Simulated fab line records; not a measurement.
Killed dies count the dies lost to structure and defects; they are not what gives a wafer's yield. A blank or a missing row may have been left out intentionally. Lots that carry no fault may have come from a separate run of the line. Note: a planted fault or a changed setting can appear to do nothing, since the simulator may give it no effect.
2 desks looking at one fault	flow sky130	what lay behind the numbers comes last; until then each desk has only its own

== FOR THE TOOL OWNER'S DESK: hdpcvd-01 ==
The tool's own readings at SKY_VIA4_HDPCVD_00 (deposits SiO2, target thk 1750 nm, time 291.7 s): means of the sampled wafers that have a number, for each lot that ran on this tool. Marked OUT: a lot whose mean sits more than 4 standard deviations from the usual mean, which makes it out of limits; the brackets give that distance.
Columns: A = run length s at SKY_VIA4_HDPCVD_00, usual 319.6 s
lot	first seen here	A
L550	day 41 07:38	319.7
L552	day 42 05:54	319.5
L555	day 42 21:38	319.7
L559	day 44 01:38	319.6
L562	day 45 01:41	354.9 (+82) OUT
L565	day 45 15:18	355.4 (+83) OUT
L573	day 47 19:49	319.7
This desk's finding: out of limits on L562, L565; first on L562, day 45 01:41 (run length s at SKY_VIA4_HDPCVD_00). L550, L552, L555, L559, L573 stayed within limits.

== METROLOGY DESK ==
Means of the sampled wafers that have a number, per lot and without regard to the tool the lot ran on: this is what the gauges read. Marked OUT: a lot whose mean sits more than 4 standard deviations from the usual mean, which makes it out of limits; the brackets give that distance.
Columns: A = CAP2M_TIN_RS at SKY_CAP2M_RS_MEAS_03, usual 6.88 ohm/sq; B = VIA4_HDPCVD_THK at SKY_VIA4_THK_MEAS_01, usual 1751 nm; C = VIA4_BOW at SKY_VIA4_BOW_MEAS_03, usual 80 um
lot	first seen here	A	B	C
L550	day 39 05:35	6.90	1731	76
L551	day 39 17:45	6.95	1756	88
L552	day 40 04:44	6.97	1740	77
L553	day 40 08:45	6.88	1777	80
L555	day 40 21:43	6.89	1759	75
L556	day 41 06:22	6.92	1749	79
L558	day 41 19:35	6.91	1731	84
L559	day 42 00:58	6.78	1763	73
L561	day 42 21:18	6.94	1756	82
L562	day 43 02:38	6.85	1933 (+8.3) OUT	84
L565	day 43 17:40	6.84	1965 (+9.7) OUT	83
L573	day 46 02:13	6.91	1776	76
This desk finds L562, L565 out of limits, with the earliest case on L562 at day 45 01:53 (VIA4_HDPCVD_THK at SKY_VIA4_THK_MEAS_01). L550, L551, L552, L553, L555, L556, L558, L559, L561, L573 stayed within limits.

== ALL TOGETHER ==
On L562, L565, at day 45 01:41, an alarm was possible from the tool owner's desk.
L562, L565 would have let the metrology desk raise an alarm at day 45 01:53.
On hdpcvd-01, each named lot ran SKY_VIA4_HDPCVD_00.

== WHAT THE SIMULATOR PUT IN ==
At SKY_VIA4_HDPCVD_00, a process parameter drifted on hdpcvd-01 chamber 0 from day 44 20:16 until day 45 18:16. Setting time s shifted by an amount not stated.
Shown lots that were struck: L562, L565.
Time in hours from fault onset to the first out-of-limits reading at each desk: tool owner's desk 5, metrology desk 6.
